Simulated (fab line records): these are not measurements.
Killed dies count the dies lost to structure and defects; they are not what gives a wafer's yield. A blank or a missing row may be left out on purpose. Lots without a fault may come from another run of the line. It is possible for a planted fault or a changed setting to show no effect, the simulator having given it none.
The same fault as seen by 2 desks / flow sky130 / only its own numbers are on each desk; what lay behind them is given at the end

THE METROLOGY DESK
Means of the sampled wafers that have a number, per lot and without regard to the tool the lot ran on: this is what the gauges read. The brackets show how far a lot's mean lies from the usual mean; more than 4 standard deviations puts the lot out of limits, marked OUT.
Columns: A = SONOS_ONO_OXIDATION_THK at SKY_SONOS_ONO_THK_MEAS_01, usual 2.60 nm; B = SONOS_ONO_CVD_04_THK at SKY_SONOS_ONO_THK_MEAS_05, usual 5.76 nm; C = SONOS_ONO_OVL at SKY_SONOS_ONO_OVL_MEAS_14, usual -0.9 nm
lot=L352; first seen here=day 11 21:28; A=2.58; B=5.70; C=0.3
lot=L355; first seen here=day 12 14:22; A=2.58; B=5.89; C=-3.8
lot=L354; first seen here=day 12 14:22; A=2.70; B=5.93; C=-0.3
lot=L353; first seen here=day 12 15:43; A=2.60; B=5.86; C=0.8
lot=L359; first seen here=day 13 21:44; A=2.56; B=5.79; C=-0.9
lot=L360; first seen here=day 14 02:59; A=2.61; B=6.68 (+9.2) OUT; C=-0.4
lot=L361; first seen here=day 14 11:12; A=2.49; B=5.69; C=1.1
lot=L368; first seen here=day 17 01:47; A=2.63; B=5.71; C=0.4
lot=L369; first seen here=day 17 03:46; A=2.58; B=5.77; C=-1.4
lot=L371; first seen here=day 17 20:39; A=2.60; B=5.63; C=-0.7
lot=L372; first seen here=day 18 01:23; A=2.57; B=5.65; C=-0.6
lot=L373; first seen here=day 18 11:00; A=2.50; B=5.78; C=-0.7
lot=L374; first seen here=day 18 17:44; A=2.52; B=5.72; C=0.4
Finding of this desk: L360 out of limits, first seen on L360 at day 14 06:24 (SONOS_ONO_CVD_04_THK at SKY_SONOS_ONO_THK_MEAS_05). Within limits: L352, L355, L354, L353, L359, L361, L368, L369, L371, L372, L373, L374.

TOOL OWNER'S DESK, lpcvd-03
The tool's own readings at SKY_SONOS_ONO_CVD_04 (deposits SiO2 from SiH4/N2O, target thk 5.7199 nm): means of the sampled wafers that have a number, for each lot that ran on this tool. The brackets show how far a lot's mean lies from the usual mean; more than 4 standard deviations puts the lot out of limits, marked OUT.
Columns: A = pressure-mtorr at SKY_SONOS_ONO_CVD_04, usual 399.8 mTorr; B = spike-tc-bottom-C at SKY_SONOS_ONO_CVD_04, usual 919.5 C; C = spike-tc-centre-C at SKY_SONOS_ONO_CVD_04, usual 899.0 C; D = spike-tc-lower-C at SKY_SONOS_ONO_CVD_04, usual 900.4 C; E = zone-power-centre-pct at SKY_SONOS_ONO_CVD_04, usual 18.7 %; F = zone-power-lower-pct at SKY_SONOS_ONO_CVD_04, usual 17.4 %
lot=L352; first seen here=day 11 22:38; A=399.2; B=917.3; C=898.2; D=900.1; E=18.2; F=15.1
lot=L354; first seen here=day 12 15:58; A=400.1; B=924.0; C=898.9; D=899.3; E=19.3; F=20.4
lot=L355; first seen here=day 12 15:58; A=400.0; B=923.0; C=898.9; D=899.8; E=19.5; F=20.6
lot=L353; first seen here=day 12 17:13; A=399.7; B=916.5; C=897.9; D=899.9; E=18.2; F=15.3
lot=L359; first seen here=day 13 22:53; A=399.4; B=922.2; C=900.3; D=900.8; E=19.5; F=20.6
lot=L360; first seen here=day 14 05:09; A=400.6; B=910.3; C=893.9 (-5.1) OUT; D=944.3 (+40) OUT; E=10.2 (-13) OUT; F=30.2 (+4.9) OUT
lot=L361; first seen here=day 14 13:20; A=399.6; B=910.8; C=894.2 (-4.8) OUT; D=945.4 (+41) OUT; E=10.3 (-13) OUT; F=30.2 (+4.9) OUT
lot=L368; first seen here=day 17 02:57; A=399.4; B=922.6; C=898.6; D=900.4; E=19.5; F=20.5
lot=L369; first seen here=day 17 04:56; A=399.6; B=917.9; C=898.9; D=900.0; E=18.2; F=15.1
lot=L371; first seen here=day 17 22:52; A=399.7; B=923.2; C=899.1; D=901.2; E=19.5; F=20.5
lot=L372; first seen here=day 18 07:51; A=400.1; B=918.2; C=898.2; D=900.8; E=18.1; F=15.1
lot=L373; first seen here=day 18 15:59; A=399.5; B=922.6; C=900.0; D=900.6; E=19.4; F=20.6
lot=L374; first seen here=day 18 18:54; A=401.0; B=917.5; C=899.1; D=900.8; E=18.1; F=15.2
Finding of this desk: L360, L361 out of limits; the first was L360 at day 14 05:09, on spike-tc-centre-C at SKY_SONOS_ONO_CVD_04. Within limits: L352, L354, L355, L353, L359, L368, L369, L371, L372, L373, L374.

ALL TOGETHER
An alarm could have come from the tool owner's desk at day 14 05:09, on L360, L361.
The metrology desk could have raised an alarm at day 14 06:24, on L360.
The metrology desk holds a record of L361, inside its limits.
Every lot named ran SKY_SONOS_ONO_CVD_04 on lpcvd-03.

WHAT THE SIMULATOR HAD INSERTED
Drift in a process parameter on lpcvd-03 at SKY_SONOS_ONO_CVD_04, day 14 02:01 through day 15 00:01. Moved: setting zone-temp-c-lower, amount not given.
Shown lots that were struck: L360, L361.
Hours from the fault's start to each desk's first reading out of limits: the tool owner's desk, 3; the metrology desk, 4.
